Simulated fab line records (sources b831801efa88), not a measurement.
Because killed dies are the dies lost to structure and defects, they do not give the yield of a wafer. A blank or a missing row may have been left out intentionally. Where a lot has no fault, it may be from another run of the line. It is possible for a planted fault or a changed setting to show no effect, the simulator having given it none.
fab line records | flow sky130
record: lots: 13 | wafers: 39 | lastDay: 50
route steps=708 shown FIELD_ISO@3 PWDE@53 METAL1@440 VIA1@460
lots with no fault: from the same line, run without faults
startH: the number of hours between the record's first day and the start of the first shown wafer of the lot | waitH: hours elapsed since this lot's preceding step | " unchanged from the row above | L1.1+2: a row that stands for several wafers | - value missing, or start not given | * or withheld: withheld | < > ~ a bound
route shown NAME@n: a module of which the file shows steps, and the number in the route of the first | usual: the fault-free wafers' mean and standard deviation | same: alike in all rows | chamber/n: place in a boat | sites: per-site readings | _std_site: the standard deviation of these | _edge_site: inner sites' mean taken away from outer sites' mean | radiusMm: for every site, how far away it sits from the centre of the wafer | mask NAME#n: copy n | behind: the tool/chamber that last shaped the wafer | hold: the reason the lot was held/the length of the hold in hours/how it ended | device: the transistor (n, p or np) that didn't switch | end of line: the route-end tests of the same wafers | step lacking rows: just its recipe | killed: count of dies lost to structure and defects at first sort (not the wafer's yield) | map: dies across one wafer; x = killed, . = not, _ = none there
set.NAME: the setting that was run; set.NAME@STEP: the one run at that earlier step | model.NAME: the simulator's own value behind a step, which no gauge read
one table for each step of the route and one row for each wafer, over a sample of lots
services: when a tool's chamber went out of use (startH, in hours from the record's first day, below 0 if earlier), for how many hours, and the reason
== steps ==
step: SKY_FIELD_ISO_THK_MEAS_02
recipe: reads: SiO2_of_FIELD_ISO_OXIDATION_01
usual: FIELD_ISO_OXIDATION_00_THK: 11.86/0.2
lot.wafer | tool         | chamber | startH | waitH | FIELD_ISO_OXIDATION_00_THK[nm]
L902.3    | filmMetro-01 | -       | 11.65  | 0.0   | 12.07
L902.5    | "            | -       | "      | "     | 11.98
L902.6    | "            | -       | "      | "     | 11.92
L904.3    | filmMetro-03 | -       | 22.74  | 0.0   | 11.77
L904.4    | "            | -       | "      | "     | 11.95
L904.6    | "            | -       | "      | "     | 11.73
L906.4    | filmMetro-02 | -       | 32.87  | 0.0   | 11.96
L906.5    | "            | -       | "      | "     | 11.80
L906.6    | "            | -       | "      | "     | 11.78
L907.1    | filmMetro-02 | -       | 37.63  | 0.0   | 11.86
L907.2    | "            | -       | "      | "     | 11.68
L907.6    | "            | -       | "      | "     | 11.97
L909.1    | filmMetro-02 | -       | 46.67  | 0.0   | 11.60
L909.2    | "            | -       | "      | "     | 11.70
L909.6    | "            | -       | "      | "     | 11.84
L912.1    | filmMetro-01 | -       | 61.63  | 0.0   | 11.59
L912.2    | "            | -       | "      | "     | 11.50
L912.3    | "            | -       | "      | "     | 11.48
L915.1    | filmMetro-02 | -       | 77.84  | 0.0   | 11.78
L915.5    | "            | -       | "      | "     | 11.76
L915.6    | "            | -       | "      | "     | 11.79
L917.2    | filmMetro-01 | -       | 88.72  | 0.0   | 12.07
L917.4    | "            | -       | "      | "     | 11.89
L917.5    | "            | -       | "      | "     | 12.14
L918.1    | filmMetro-01 | -       | 92.94  | 0.0   | 12.01
L918.3    | "            | -       | "      | "     | 12.05
L918.5    | "            | -       | "      | "     | 11.82
L919.1    | filmMetro-01 | -       | 98.16  | 0.0   | 12.03
L919.3    | "            | -       | "      | "     | 11.70
L919.6    | "            | -       | "      | "     | 12.04
L920.2    | filmMetro-02 | -       | 102.99 | 0.0   | 11.99
L920.3    | "            | -       | "      | "     | 12.36
L920.6    | "            | -       | "      | "     | 12.07
L923.1    | filmMetro-02 | -       | 117.84 | 0.0   | 12.10
L923.2    | "            | -       | "      | "     | 12.23
L923.6    | "            | -       | "      | "     | 12.14
L924.1    | filmMetro-01 | -       | 121.93 | 0.0   | 11.82
L924.2    | "            | -       | "      | "     | 11.90
L924.4    | "            | -       | "      | "     | 11.87
step: SKY_PWDE_IMPLANT_08
recipe: species: B | energyKev: 150 | doseCm2: 3.6e+12 | tiltDeg: withheld
lot.wafer  | tool         | chamber | startH | waitH
L902.3+5+6 | implanter-02 | 0       | 67.15  | 0.1
L904.3+4+6 | implanter-04 | 0       | 79.75  | 0.1
L906.4+5+6 | implanter-02 | 0       | 91.97  | 0.1
L907.1+2+6 | implanter-04 | 0       | 93.67  | 0.0
L909.1+2+6 | implanter-04 | 0       | 103.10 | 0.0
L912.1+2+3 | implanter-02 | 0       | 131.12 | 0.0
L915.1+5+6 | implanter-04 | 0       | 140.12 | 0.0
L917.2+4+5 | implanter-02 | 0       | 151.84 | 0.0
L917.2+4+5 | implanter-02 | 0       | 152.16 | 0.3
L918.1+3+5 | implanter-03 | 0       | 155.96 | 0.0
L918.1+3+5 | implanter-03 | 0       | 156.27 | 0.3
L919.1+3+6 | implanter-04 | 0       | 164.07 | 0.0
L919.1+3+6 | implanter-04 | 0       | 164.39 | 0.3
L920.2+3+6 | implanter-02 | 0       | 167.33 | 0.0
L923.1+2+6 | implanter-03 | 0       | 189.42 | 0.0
L924.1+2+4 | implanter-04 | 0       | 190.37 | 0.0
step: SKY_PWDE_TW_MEAS_10
usual: PWDE_TW: 376.8/2.9
lot.wafer | tool         | chamber | startH | waitH | PWDE_TW
L902.3    | filmMetro-01 | -       | 67.37  | 0.1   | 370.6
L902.5    | "            | -       | "      | "     | 369.8
L902.6    | "            | -       | "      | "     | 370.7
L904.3    | filmMetro-04 | -       | 79.97  | 0.1   | 377.9
L904.4    | "            | -       | "      | "     | 376.5
L904.6    | "            | -       | "      | "     | 374.8
L906.4    | filmMetro-03 | -       | 92.18  | 0.1   | 377.2
L906.5    | "            | -       | "      | "     | 376.9
L906.6    | "            | -       | "      | "     | 377.7
L907.1    | filmMetro-03 | -       | 93.92  | 0.1   | 378.8
L907.2    | "            | -       | "      | "     | 375.3
L907.6    | "            | -       | "      | "     | 376.2
L909.1    | filmMetro-01 | -       | 103.35 | 0.1   | 373.1
L909.2    | "            | -       | "      | "     | 374.6
L909.6    | "            | -       | "      | "     | 373.6
L912.1    | filmMetro-03 | -       | 131.37 | 0.1   | 378.7
L912.2    | "            | -       | "      | "     | 377.4
L912.3    | "            | -       | "      | "     | 379.6
L915.1    | filmMetro-01 | -       | 140.37 | 0.1   | 371.6
L915.5    | "            | -       | "      | "     | 372.1
L915.6    | "            | -       | "      | "     | 373.7
L917.2    | filmMetro-03 | -       | 152.40 | 0.1   | 467.5
L917.4    | "            | -       | "      | "     | 469.0
L917.5    | "            | -       | "      | "     | 466.4
L917.2    | filmMetro-03 | -       | 152.62 | 0.2   | 467.4
L917.4    | "            | -       | "      | "     | 469.2
L917.5    | "            | -       | "      | "     | 472.5
L918.1    | filmMetro-03 | -       | 156.53 | 0.1   | 468.0
L918.3    | "            | -       | "      | "     | 467.9
L918.5    | "            | -       | "      | "     | 466.4
L918.1    | filmMetro-03 | -       | 156.76 | 0.2   | 469.2
L918.3    | "            | -       | "      | "     | 471.2
L918.5    | "            | -       | "      | "     | 469.1
L919.1    | filmMetro-04 | -       | 164.64 | 0.1   | 469.8
L919.3    | "            | -       | "      | "     | 470.2
L919.6    | "            | -       | "      | "     | 469.4
L919.1    | filmMetro-04 | -       | 164.86 | 0.2   | 468.6
L919.3    | "            | -       | "      | "     | 467.5
L919.6    | "            | -       | "      | "     | 466.9
L920.2    | filmMetro-03 | -       | 167.57 | 0.1   | 380.8
L920.3    | "            | -       | "      | "     | 379.8
L920.6    | "            | -       | "      | "     | 379.4
L923.1    | filmMetro-01 | -       | 189.67 | 0.1   | 372.1
L923.2    | "            | -       | "      | "     | 374.2
L923.6    | "            | -       | "      | "     | 376.0
L924.1    | filmMetro-01 | -       | 190.62 | 0.1   | 372.5
L924.2    | "            | -       | "      | "     | 372.5
L924.4    | "            | -       | "      | "     | 372.2
step: SKY_NWELL_RS_MEAS_31
recipe: thkMeasGauge: four-point-probe
usual: PWDE_RS: 5270/20
lot.wafer | tool         | chamber | startH | waitH | PWDE_RS[ohm/sq]
L902.3    | filmMetro-03 | -       | 101.24 | 0.1   | 5302
L902.5    | "            | -       | "      | "     | 5292
L902.6    | "            | -       | "      | "     | 5292
L904.3    | filmMetro-04 | -       | 115.14 | 0.1   | 5267
L904.4    | "            | -       | "      | "     | 5280
L904.6    | "            | -       | "      | "     | 5287
L906.4    | filmMetro-01 | -       | 128.81 | 0.1   | 5284
L906.5    | "            | -       | "      | "     | 5284
L906.6    | "            | -       | "      | "     | 5270
L907.1    | filmMetro-04 | -       | 129.71 | 0.1   | 5266
L907.2    | "            | -       | "      | "     | 5268
L907.6    | "            | -       | "      | "     | 5282
L909.1    | filmMetro-04 | -       | 140.66 | 0.1   | 5285
L909.2    | "            | -       | "      | "     | 5282
L909.6    | "            | -       | "      | "     | 5286
L912.1    | filmMetro-03 | -       | 171.00 | 0.1   | 5265
L912.2    | "            | -       | "      | "     | 5275
L912.3    | "            | -       | "      | "     | 5261
L915.1    | filmMetro-03 | -       | 180.60 | 0.1   | 5309
L915.5    | "            | -       | "      | "     | 5310
L915.6    | "            | -       | "      | "     | 5326
L917.2    | filmMetro-01 | -       | 193.47 | 0.1   | 3130
L917.4    | "            | -       | "      | "     | 3126
L917.5    | "            | -       | "      | "     | 3117
L917.2    | filmMetro-01 | -       | 193.80 | 0.3   | 3132
L917.4    | "            | -       | "      | "     | 3125
L917.5    | "            | -       | "      | "     | 3119
L918.1    | filmMetro-01 | -       | 198.10 | 0.1   | 3104
L918.3    | "            | -       | "      | "     | 3100
L918.5    | "            | -       | "      | "     | 3098
L918.1    | filmMetro-01 | -       | 198.38 | 0.3   | 3100
L918.3    | "            | -       | "      | "     | 3098
L918.5    | "            | -       | "      | "     | 3104
L919.1    | filmMetro-03 | -       | 206.40 | 0.1   | 3095
L919.3    | "            | -       | "      | "     | 3101
L919.6    | "            | -       | "      | "     | 3107
L919.1    | filmMetro-03 | -       | 206.69 | 0.3   | 3090
L919.3    | "            | -       | "      | "     | 3093
L919.6    | "            | -       | "      | "     | 3109
L920.2    | filmMetro-04 | -       | 211.02 | 0.1   | 5271
L920.3    | "            | -       | "      | "     | 5295
L920.6    | "            | -       | "      | "     | 5282
L923.1    | filmMetro-01 | -       | 234.01 | 0.1   | 5269
L923.2    | "            | -       | "      | "     | 5265
L923.6    | "            | -       | "      | "     | 5270
L924.1    | filmMetro-04 | -       | 234.40 | 0.1   | 5282
L924.2    | "            | -       | "      | "     | 5263
L924.4    | "            | -       | "      | "     | 5295
step: SKY_METAL1_THK_MEAS_06
recipe: thkMeasGauge: xrf | reads: AlCu_of_METAL1_SPUTTER_02
usual: METAL1_ALCU_THK: 251.5/2.8
lot.wafer | tool         | chamber | startH | waitH | METAL1_ALCU_THK[nm]
L902.3    | filmMetro-03 | -       | 720.12 | 0.1   | 248.1
L902.5    | "            | -       | "      | "     | 249.5
L902.6    | "            | -       | "      | "     | 249.1
L904.3    | filmMetro-03 | -       | 739.24 | 0.1   | 254.8
L904.4    | "            | -       | "      | "     | 259.1
L904.6    | "            | -       | "      | "     | 252.9
L906.4    | filmMetro-03 | -       | 778.51 | 0.1   | 253.7
L906.5    | "            | -       | "      | "     | 253.6
L906.6    | "            | -       | "      | "     | 253.5
L907.1    | filmMetro-04 | -       | 781.10 | 0.1   | 255.0
L907.2    | "            | -       | "      | "     | 255.1
L907.6    | "            | -       | "      | "     | 252.9
L909.1    | filmMetro-03 | -       | 786.37 | 0.1   | 252.9
L909.2    | "            | -       | "      | "     | 254.7
L909.6    | "            | -       | "      | "     | 255.2
L912.1    | filmMetro-04 | -       | 821.15 | 0.1   | 253.3
L912.2    | "            | -       | "      | "     | 254.0
L912.3    | "            | -       | "      | "     | 249.0
L915.1    | filmMetro-04 | -       | 834.71 | 0.1   | 251.3
L915.5    | "            | -       | "      | "     | 250.8
L915.6    | "            | -       | "      | "     | 251.1
L920.2    | filmMetro-03 | -       | 866.97 | 0.1   | 252.1
L920.3    | "            | -       | "      | "     | 250.4
L920.6    | "            | -       | "      | "     | 253.2
L923.1    | filmMetro-03 | -       | 896.28 | 0.1   | 256.9
L923.2    | "            | -       | "      | "     | 254.8
L923.6    | "            | -       | "      | "     | 252.1
L924.1    | filmMetro-04 | -       | 898.54 | 0.1   | 250.2
L924.2    | "            | -       | "      | "     | 251.6
L924.4    | "            | -       | "      | "     | 251.2
step: SKY_VIA1_CMP_02
recipe: material: SiO2 | downForcePsi: 4 | platenRpm: 60 | padVelocityMS: 0.94248
usual: headPressurePsi: 3.999/0.0084 | motorCurrentA: 12.3/1.3 | slurryFilterDpKPa: 13.50/0.14
lot.wafer | tool   | chamber | startH | waitH | headPressurePsi | motorCurrentA | slurryFilterDpKPa
L902.3    | cmp-02 | 2       | 749.25 | 0.8   | 3.984           | 13.2          | 13.60
L902.5    | "      | 1       | "      | "     | 4.001           | 13.3          | 13.65
L902.6    | "      | 2       | "      | "     | 4.002           | 13.2          | 13.41
L904.4    | cmp-01 | 2       | 767.20 | 0.1   | 3.995           | 11.2          | 13.66
L904.3    | "      | 3       | "      | "     | 3.986           | 10.9          | 13.59
L904.6    | "      | 2       | "      | "     | 3.984           | 11.0          | 13.43
L906.4    | cmp-02 | 2       | 807.01 | 0.3   | 3.999           | 13.0          | 13.65
L906.5    | "      | 3       | "      | "     | 4.003           | 11.6          | 13.39
L906.6    | "      | 0       | "      | "     | 3.996           | 11.1          | 13.33
L907.2    | cmp-01 | 3       | 809.61 | 0.3   | 4.016           | 10.6          | 13.49
L907.1    | "      | 0       | "      | "     | 3.985           | 13.8          | 13.52
L907.6    | "      | 3       | "      | "     | 3.989           | 11.2          | 13.41
L909.1    | cmp-02 | 3       | 814.08 | 0.3   | 3.992           | 11.4          | 13.49
L909.2    | "      | 0       | "      | "     | 4.009           | 11.7          | 13.67
L909.6    | "      | 3       | "      | "     | 3.999           | 11.7          | 13.40
L912.1    | cmp-01 | 3       | 849.09 | 0.1   | 4.004           | 11.3          | 13.22
L912.2    | "      | 0       | "      | "     | 4.005           | 14.3          | 13.55
L912.3    | "      | 2       | "      | "     | 4.002           | 10.6          | 13.38
L915.1    | cmp-01 | 1       | 862.82 | 0.1   | 3.997           | 13.3          | 13.45
L915.6    | "      | 1       | "      | "     | 3.997           | 13.3          | 13.50
L915.5    | "      | 2       | "      | "     | 3.998           | 10.9          | 13.54
L920.2    | cmp-02 | 3       | 895.52 | 0.1   | 3.995           | 11.5          | 13.50
L920.3    | "      | 1       | "      | "     | 3.996           | 13.7          | 13.46
L920.6    | "      | 3       | "      | "     | 4.005           | 11.2          | 13.70
L923.2    | cmp-02 | 3       | 922.01 | 0.1   | 4.001           | 11.4          | 13.59
L923.1    | "      | 1       | "      | "     | 4.004           | 13.6          | 13.29
L923.6    | "      | 2       | "      | "     | 4.004           | 13.2          | 13.47
L924.1    | cmp-01 | 0       | 924.62 | 0.1   | 3.994           | 14.8          | 13.59
L924.2    | "      | 1       | "      | "     | 3.989           | 13.0          | 13.47
L924.4    | "      | 2       | "      | "     | 3.995           | 11.2          | 13.60
== services ==
tool         | chamber | startH | hours | kind
implanter-04 | -       | 72.73  | 2.7   | repair
implanter-02 | -       | 89.38  | 1.1   | repair
implanter-04 | -       | 114.75 | 7.8   | repair
implanter-02 | -       | 179.39 | 2.9   | repair
implanter-02 | -       | 188.78 | 2.4   | repair
implanter-04 | -       | 206.48 | 4.5   | repair
implanter-04 | -       | 300.87 | 3.6   | pm
implanter-02 | -       | 309.78 | 2.2   | repair
implanter-04 | -       | 324.67 | 3.0   | repair
implanter-04 | -       | 325.18 | 2.0   | repair
implanter-04 | -       | 346.13 | 4.0   | repair
implanter-04 | -       | 354.24 | 6.6   | repair
implanter-04 | -       | 374.30 | 3.8   | pm
implanter-04 | -       | 445.72 | 11.4  | repair
implanter-04 | -       | 471.37 | 5.9   | repair
implanter-02 | -       | 482.25 | 19.3  | repair
implanter-04 | -       | 630.26 | 0.6   | repair
implanter-04 | -       | 701.92 | 5.2   | repair
implanter-04 | -       | 722.15 | 2.7   | repair
implanter-04 | -       | 746.46 | 1.3   | repair
implanter-04 | -       | 792.44 | 2.5   | repair
implanter-04 | -       | 851.75 | 2.8   | repair
implanter-04 | -       | 863.17 | 2.6   | pm
implanter-04 | -       | 924.02 | 19.9  | repair
== key ==
firstSign: step: SKY_PWDE_IMPLANT_08 | reading: visit | direction: added
effect: step: SKY_PWDE_TW_MEAS_10 | reading: visit | direction: added
effect: step: SKY_PWDE_TW_MEAS_10 | reading: PWDE_TW | direction: up | sigmas: 31 | usual: 376.8 | struck: 468.3
effect: step: SKY_NWELL_RS_MEAS_31 | reading: PWDE_RS | direction: down | sigmas: 99+ | usual: 5270 | struck: 3109
metAt SKY_PWDE_IMPLANT_08
struckLots L917,L918,L919
scrappedBehind SKY_NWELL_RS_MEAS_31 L917.2,L917.4,L917.5,L918.1,L918.3,L918.5,L919.1,L919.3,L919.6
notActingAt SKY_FIELD_ISO_THK_MEAS_02,SKY_METAL1_THK_MEAS_06,SKY_VIA1_CMP_02
fault: kind: repeatedStepWhole | tool: implanter-02,implanter-03,implanter-04 | chamber: - | onsetH: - | steps: SKY_PWDE_IMPLANT_08 | times: 1 | scope: struckLotsOnly
